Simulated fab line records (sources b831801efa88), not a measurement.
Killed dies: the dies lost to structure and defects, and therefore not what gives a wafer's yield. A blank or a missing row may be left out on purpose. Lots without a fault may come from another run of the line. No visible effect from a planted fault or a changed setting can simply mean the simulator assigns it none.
Comparing a struck lot with a sound one ; flow sky130 ; 18 out of 708 route steps
Sound: wafers L167.2, L167.5, L167.6. Wafers struck: L178.1, L178.5, L178.6. The cause is given at the end.
At each step with rows: each side's tool, then ch and its chambers, then its first start. Under that, the readings that differ: sound wafers ; struck wafers ; difference of the means ; sigmas: that difference in standard deviations of wafers without a fault.
alike: a reading whose means differ by less than 2 such deviations, as well as words and numbers matching on both sides. not compared: withheld readings; readings where some wafer has no value; bounds like >300 that might hide an equal value; numbers whose values overlap and for which the record gives no deviation.
Wherever a step has rows on one side only, a row that says differs or no value, or a row with sigmas, the two part there. Non-overlapping numbers with no deviation appear without sigmas and do not part them. A reading that every wafer of one side lacks parts them only if that side has two wafers or more.

SKY_POLY_GATE_ETCH_15: etches BARC in N2/H2, stops on SiO2, time 118.5 s, target depth 110 nm.
  sound on rieDiel-02 ch 1,2, day 18 23:34; struck on rieDiel-01 ch 0,2,3, day 23 02:16
  alike: drypumpMotorCurrentA, oesProductAu, throttleValvePct
  not compared: rfHoursCounterH
SKY_POLY_GATE_ETCH_16: etches Si3N4 in CH3F/O2, stops on poly-Si, time 147.5 s, target depth 75 nm.
  sound on rieDiel-02 ch 1,2, day 18 23:39; struck on rieDiel-01 ch 0,2,3, day 23 02:22
  alike: drypumpMotorCurrentA, oesProductAu, throttleValvePct
  not compared: rfHoursCounterH
SKY_POLY_GATE_ETCH_17: etches poly-Si in HBr/Cl2, stops on SiO2, target depth 180 nm, time 70.5 s.
  sound on rieSi-01 ch 0,1,3, day 18 23:45; struck on rieSi-01 ch 0,2,3, day 23 02:27
  alike: drypumpMotorCurrentA, heBacksideLeakSccm, oesProductAu, throttleValvePct
  not compared: rfHoursCounterH
SKY_POLY_GATE_STRIP_18: strips in O2/N2.
  sound on plasmaAsher-04 ch 0,1, day 18 23:48; struck on plasmaAsher-03 ch 0,1, day 23 02:31
  alike: drypumpMotorCurrentA, oesProductAu, stripTimeToEndpointS
  not compared: rfHoursCounterH
then, 2 steps without rows for these wafers: SKY_POLY_GATE_CLEAN_19 (cleans in SC1/SC2, time 150 s); SKY_POLY_GATE_OXIDATION_20 (stabilise 600 s, purge 300 s, target thk 4 nm).
SKY_POLY_GATE_THK_MEAS_21:
  sound: filmMetro-03 at day 19 03:31; struck: filmMetro-03 at day 23 03:55
reading;sound;struck;difference;sigmas
POLY_GATE_OXIDATION_THK (nm);3.85 3.94 3.83;4.18 4.16 4.22;+0.31;+4
SKY_POLY_GATE_CD_MEAS_22:
  sound: cdSem-01 at day 19 03:35; struck: cdSem-01 at day 23 03:58
  alike: cdNm
then, 4 steps without rows for these wafers: SKY_LDD_N_DEHYDRATE_00 (time 60 s); SKY_LDD_N_HMDS_01 (prime time 60 s); SKY_LDD_N_COAT_02 (resist thk 300 nm); SKY_LDD_N_SOFTBAKE_03 (time 60 s).
SKY_LDD_N_EXPOSE_04: exposes mask NTM, target cd 840 nm.
  sound on ilineStepper-02 ch 0, day 19 19:10; struck on ilineStepper-02 ch 0, day 23 19:35
reading;sound;struck;difference;sigmas
model.LDD_N.overlayXNm (nm);0.9147 0.9147 0.9147;-57.66 -57.66 -57.66;-58.57;
  alike: mask, reticleTempC
then, 2 steps without rows for these wafers: SKY_LDD_N_PEB_05; SKY_LDD_N_DEVELOP_06 (develop time 60 s).
SKY_LDD_N_OVL_MEAS_07:
  sound: overlay-02 at day 20 10:34; struck: overlay-01 at day 24 11:02
reading;sound;struck;difference;sigmas
LDD_N_OVL (nm);2.1 -0.3 -1.2;-58.5 -55.5 -57.4;-57.3;-41
following that, these wafers have no rows for 1 step: SKY_LDD_N_IMPLANT_08.
-- a jump in the record: the struck wafers' starts before and after are 26 days apart (it breaks off in module LDD_N and resumes in module PAD_OPEN, where the first step shown is number 708 of the route) --
SKY_PAD_OPEN_PROBE_99:
  sound: prober-02 at day 47 17:57; struck: prober-01 at day 50 01:21
  alike: killed_at_M0_to_M3, killed_at_M4_up, killedAtContacts, killedAtFrontEnd, killedAtOther, killedDies, killedOpen, killedShort

WHERE THEY PART
First at SKY_POLY_GATE_THK_MEAS_21; last, within this record, at SKY_LDD_N_OVL_MEAS_07. Later steps at which nothing parts them and some readings are alike: SKY_PAD_OPEN_PROBE_99.

WHY: whatever the simulator had introduced
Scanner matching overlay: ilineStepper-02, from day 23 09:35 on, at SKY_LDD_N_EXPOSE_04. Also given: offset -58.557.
